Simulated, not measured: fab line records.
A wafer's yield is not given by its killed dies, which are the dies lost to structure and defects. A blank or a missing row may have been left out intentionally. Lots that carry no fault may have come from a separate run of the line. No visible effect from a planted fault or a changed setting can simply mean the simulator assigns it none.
The tool behind it: which one?	flow sky130	14 lots, 42 wafers sampled, at 1 step of a route of 708

== WHAT THE GAUGES SHOWED, per wafer ==
No reading from a measuring or inspecting step in the record can be judged against a usual standard deviation.

== EACH LOT AND THE TOOL THAT RAN IT (in order: tool; ch and the chambers of the sampled wafers; start) ==
lot	SKY_GATE_OXIDE_OXIDATION_16
L738	furnace-01 ch 0, day 14 07:24
L740	furnace-01 ch 0, day 15 04:16
L741	furnace-01 ch 0, day 15 15:09
L742	furnace-01 ch 0, day 15 22:48
L744	furnace-01 ch 0, day 16 11:05
L745	furnace-01 ch 0, day 17 03:52
L746	furnace-01 ch 0, day 17 03:52
L748	furnace-02 ch 0, day 17 22:07
L749	furnace-02 ch 0, day 18 01:09
L751	furnace-02, day 18 22:24
L752	furnace-02, day 19 21:13
L753	furnace-02 ch 0, day 20 00:08
L759	furnace-02 ch 0, day 21 17:51
L760	furnace-02 ch 0, day 22 01:33
- SKY_GATE_OXIDE_OXIDATION_16: stabilise 600 s, purge 300 s, target thk 3.57 nm.

== AS READ BY THE TOOLS THEMSELVES (means over the sampled wafers that have a number; for cases with no such wafer, the mark the record gives instead) ==
SKY_GATE_OXIDE_OXIDATION_16.
lot	tool	ox-temp-c (C)	ox-temp-c-max	spike-tc-top-C (C)	tube-center-temp-C (C)	zone-power-bottom-pct (%)
L738	furnace-01	799.8	802.9	817.6	799.98	23.6
L740	furnace-01	800.5	803.6	816.3	799.97	23.4
L741	furnace-01	800.1	803.7	817.8	800.02	23.4
L742	furnace-01	800.0	803.4	816.8	800.02	23.1
L744	furnace-01	800.0	803.2	817.6	800.01	23.4
L745	furnace-01	799.6	802.5	816.7	800.08	23.5
L746	furnace-01	800.1	802.8	817.5	800.07	23.3
L748	furnace-02	800.0	804.0	815.0	800.03	25.5
L749	furnace-02	800.4	804.5	816.1	800.03	25.7
L751	furnace-02	-	-	-	-	-
L752	furnace-02	-	-	-	-	-
L753	furnace-02	800.3	804.4	815.7	800.05	25.7
L759	furnace-02	800.0	804.7	816.2	800.01	25.6
L760	furnace-02	800.4	804.9	816.1	800.07	25.4

== THE ANSWER, worked out from the rows above alone ==
Rule: usual is defined by the lots themselves. The widest of any qualifying gaps counts: lots, ordered by their means at a reading, are off when they make up no more than a third of the lots, leave a main group of 4 or more, and stand apart from it by 3 or more times the standard deviation of that group's means. Not used: any main group whose means are identical at the precision the tables above print for the reading. A lot without any number at a reading at which 4 lots or more have one is off too. Where the step has rows for the other lots, those lots are counted as sound. First the gauges in route order, then the tools' own readings, where a lot's mean is used as printed above. The first step at which some lot is off is used, and at that step the reading that is off furthest; a lot without a number counts as furthest.
Off at SKY_GATE_OXIDE_OXIDATION_16 (ox-temp-c): L751, L752. Without a number there: L751, L752. The main group: mean 800.1 C, standard deviation 0.25.
A tool fits if, at that step or a process step before it, it ran every lot that is off, and no sound lot after the first of them. No candidate that was tried fits.

== WHAT THE SIMULATOR HAD PUT IN ==
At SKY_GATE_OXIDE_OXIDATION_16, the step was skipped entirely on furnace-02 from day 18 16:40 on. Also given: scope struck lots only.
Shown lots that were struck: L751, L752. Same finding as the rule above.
